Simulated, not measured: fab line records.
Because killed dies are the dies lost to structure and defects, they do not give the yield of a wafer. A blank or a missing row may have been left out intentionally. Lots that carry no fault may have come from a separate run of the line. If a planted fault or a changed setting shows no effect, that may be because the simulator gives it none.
Problem report, 8D (eight disciplines) form, completed by code :: flow sky130 :: the parts of the form that need people (team, actions taken, sign-off) are left out

== 1. PROBLEM STATEMENT ==
Mean NWELL_2_TW at SKY_NWELL_TW_MEAS_26: 825 over 9 wafers in 3 lots; fault-free wafers: 496, standard deviation 3.4. That puts it +97 standard deviations away from the usual mean.
The first sign was on wafer L343.1 at day 8 22:52, on film-metro-04. Wafers with a number at this step in the record: 36, from 12 lots. Rule for "out" (also "out of limits"): further than 4 standard deviations from the usual mean. Any other wafer with a number is counted as sound.

== 2. WHAT IT IS, WHAT IT ISN'T ==
question: which readings at this step
is: NWELL_2_TW
is not: -

question: which lots
is: L343, L344, L345
is not: L329, L330, L331, L332, L333, L334, L336, L350, L351

question: which wafers of those lots
is: all that have a number
is not: -

question: read on which gauges
is: film-metro-01, film-metro-04
is not: film-metro-03

question: when
is: from day 8 22:52
is not: up to then (21 sound wafers); but 6 sound wafers of L350, L351 came after

== 3. THE SUSPECTS, EACH WITH WHAT RULES IT OUT ==
Counting: a tool at any process step up to the reading remains a suspect when it ran all the lots that are out and ran no sound lot after the first of those.
- ruled out: the gauge at SKY_NWELL_TW_MEAS_26. The wafers that are out were read on 2 gauges (film-metro-01, film-metro-04).
- implanter-04 at SKY_NWELL_IMPLANT_24: kept. It processed each lot that is out, first L343 at day 8 22:37, and no sound lot thereafter; up to then, the last sound lot it processed was L336 at day 7 01:16. Out on those wafers are its own readings of dose-ions-cm2, faraday-current-uA.
The count leaves implanter-04 at SKY_NWELL_IMPLANT_24.

== 4. THE CAUSE (what the simulator had put in) ==
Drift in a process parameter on implanter-04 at SKY_NWELL_IMPLANT_24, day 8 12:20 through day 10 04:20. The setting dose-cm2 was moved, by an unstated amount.
Only this tool survived the counting.

== 5. THE CHAIN OF EFFECTS, in route order ==
Each row: a reading whose mean over the struck wafers that have a number lies more than 3 standard deviations from the usual. Scope: only readings with a usual standard deviation given in the record; hours: median across lots of the time from each lot's start at the first step in this table that gives one to its start at this step; sigmas: change in usual standard deviations.
hours: 0
step: SKY_NWELL_IMPLANT_24
reading: dose-ions-cm2
usual: 9.2e+12
on struck wafers: 4.6e+13
change: +3.7e+13
sigmas: +99 or more

hours: 0
step: SKY_NWELL_IMPLANT_24
reading: faraday-current-uA
usual: 51.8
on struck wafers: 258.7
change: +206.9
sigmas: +99 or more

hours: 0
step: SKY_NWELL_TW_MEAS_26
reading: NWELL_2_TW
usual: 496
on struck wafers: 825
change: +329
sigmas: +97
Its process steps:
- SKY_NWELL_IMPLANT_24
At these later measuring or inspecting steps, every struck wafer for which the step has a row has a number for every such reading, and none has moved that far: SKY_NWELL_RS_MEAS_31, SKY_VT_ADJUST_HVTP_OVL_MEAS_08.

== 6. HOW IT WOULD HAVE BEEN CAUGHT EARLIER ==
11 hours passed between the start of the fault at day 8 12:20 and the first reading out of limits at a measuring or inspecting step in this record, taken at day 8 22:52.
The tool's own readings at SKY_NWELL_IMPLANT_24 were out on every struck wafer that the step has a row for (dose-ions-cm2, faraday-current-uA): an alarm limit on them would have fired on the first of those.
Of the lots that are out (3), L344, L345 began SKY_NWELL_IMPLANT_24 on implanter-04 after day 8 22:52. A hold on the tool at that time would have spared those 2.
